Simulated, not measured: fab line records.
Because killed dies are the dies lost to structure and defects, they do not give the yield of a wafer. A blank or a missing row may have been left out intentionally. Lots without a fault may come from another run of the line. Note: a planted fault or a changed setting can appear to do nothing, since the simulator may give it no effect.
2 desks looking at one fault :: flow gf180mcu :: only its own numbers are on each desk; what lay behind them is given at the end

## TOOL OWNER'S DESK, lpcvd-02
The tool's own readings at GF_HV_LDD_CVD_54 (deposits SiO2 from TEOS, target thk 10 nm, time 75 s): means of the sampled wafers that have a number, for each lot that ran on this tool. Any lot whose mean is over 4 standard deviations away from the usual mean is out of limits and marked OUT; that distance is given in the brackets.
Columns: A = spike-tc-bottom-C at GF_HV_LDD_CVD_54, usual 702 C; B = spike-tc-centre-C at GF_HV_LDD_CVD_54, usual 681.1 C; C = spike-tc-lower-C at GF_HV_LDD_CVD_54, usual 680.0 C; D = spike-tc-top-C at GF_HV_LDD_CVD_54, usual 696.9 C; E = spike-tc-upper-C at GF_HV_LDD_CVD_54, usual 679.0 C; F = zone-power-bottom-pct at GF_HV_LDD_CVD_54, usual 17.1 %
lot: L462
first seen here: day 12 17:08
A: 699
B: 682.0
C: 677.8
D: 695.3
E: 679.9
F: 15.2

lot: L464
first seen here: day 13 15:52
A: 720 (+5.0) OUT
B: 694.2 (+10) OUT
C: 694.5 (+11) OUT
D: 712.3 (+7.7) OUT
E: 691.7 (+7.5) OUT
F: 19.0

lot: L465
first seen here: day 13 18:16
A: 721 (+5.2) OUT
B: 696.0 (+11) OUT
C: 695.0 (+12) OUT
D: 712.9 (+8.0) OUT
E: 691.1 (+7.1) OUT
F: 18.8

lot: L466
first seen here: day 14 11:56
A: 720 (+4.9) OUT
B: 694.2 (+10) OUT
C: 694.9 (+11) OUT
D: 711.8 (+7.4) OUT
E: 692.2 (+7.7) OUT
F: 18.9

lot: L467
first seen here: day 14 11:56
A: 719 (+4.7) OUT
B: 695.5 (+11) OUT
C: 694.1 (+11) OUT
D: 711.5 (+7.3) OUT
E: 692.3 (+7.8) OUT
F: 18.9

lot: L475
first seen here: day 17 04:04
A: 706
B: 681.1
C: 681.9
D: 697.9
E: 677.3
F: 18.5

lot: L477
first seen here: day 17 14:56
A: 704
B: 681.5
C: 679.9
D: 698.4
E: 677.5
F: 18.4

lot: L478
first seen here: day 18 00:52
A: 705
B: 680.7
C: 680.2
D: 697.4
E: 676.5
F: 18.5

lot: L480
first seen here: day 18 16:53
A: 700
B: 681.9
C: 679.6
D: 695.2
E: 680.6
F: 15.2
Finding of this desk: L464, L465, L466, L467 out of limits; the first was L464 at day 13 15:52, on spike-tc-bottom-C at GF_HV_LDD_CVD_54. Within limits: L462, L475, L477, L478, L480.

## METROLOGY DESK
Means of the sampled wafers that have a number, per lot and without regard to the tool the lot ran on: this is what the gauges read. Any lot whose mean is over 4 standard deviations away from the usual mean is out of limits and marked OUT; that distance is given in the brackets.
Columns: A = cd-nm at GF_POLY_GATE_CD_MEAS_10, usual 279.9 nm; B = POLY_GATE_OXIDATION_THK at GF_POLY_GATE_THK_MEAS_17, usual 3.98 nm; C = cd-nm at GF_HV_LDD_CD_MEAS_46, usual 400.3 nm; D = HV_LDD_CVD_54_THK at GF_HV_LDD_THK_MEAS_55, usual 9.98 nm
lot: L461
first seen here: day 9 03:26
A: 278.4
B: 3.97
C: 398.7
D: 10.02

lot: L462
first seen here: day 9 10:25
A: 279.0
B: 3.94
C: 400.2
D: 9.93

lot: L464
first seen here: day 10 08:08
A: 281.1
B: 4.11
C: 399.1
D: 14.00 (+34) OUT

lot: L465
first seen here: day 10 08:40
A: 281.2
B: 4.06
C: 402.8
D: 14.06 (+34) OUT

lot: L466
first seen here: day 11 01:01
A: 281.7
B: 3.93
C: 397.4
D: 14.15 (+35) OUT

lot: L467
first seen here: day 11 01:15
A: 278.9
B: 3.98
C: 397.3
D: 14.16 (+35) OUT

lot: L474
first seen here: day 13 02:43
A: 281.1
B: 3.91
C: 399.2
D: 10.06

lot: L475
first seen here: day 13 11:39
A: 279.9
B: 3.91
C: 401.2
D: 9.84

lot: L476
first seen here: day 13 12:55
A: 281.6
B: 3.99
C: 396.7
D: 9.91

lot: L477
first seen here: day 13 21:25
A: 280.3
B: 3.93
C: 400.7
D: 9.98

lot: L478
first seen here: day 14 04:29
A: 278.1
B: 4.00
C: 401.0
D: 10.05

lot: L480
first seen here: day 14 19:39
A: 279.6
B: 4.01
C: 400.3
D: 10.01

lot: L481
first seen here: day 15 02:52
A: 280.6
B: 3.91
C: 399.7
D: 9.90

lot: L482
first seen here: day 15 09:22
A: 280.7
B: 4.04
C: 403.9
D: 10.16
This desk finds L464, L465, L466, L467 out of limits, with the earliest case on L464 at day 13 16:54 (HV_LDD_CVD_54_THK at GF_HV_LDD_THK_MEAS_55). Within limits: L461, L462, L474, L475, L476, L477, L478, L480, L481, L482.

## TAKEN TOGETHER
On L464, L465, L466, L467, at day 13 15:52, an alarm was possible from the tool owner's desk.
At day 13 16:54 the metrology desk could have sounded an alarm, on L464, L465, L466, L467.
On lpcvd-02, each named lot ran GF_HV_LDD_CVD_54.

## WHAT THE SIMULATOR PUT IN
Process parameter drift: lpcvd-02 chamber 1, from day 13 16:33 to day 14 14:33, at GF_HV_LDD_CVD_54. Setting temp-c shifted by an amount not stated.
Shown lots that were struck: L464, L465, L466, L467.
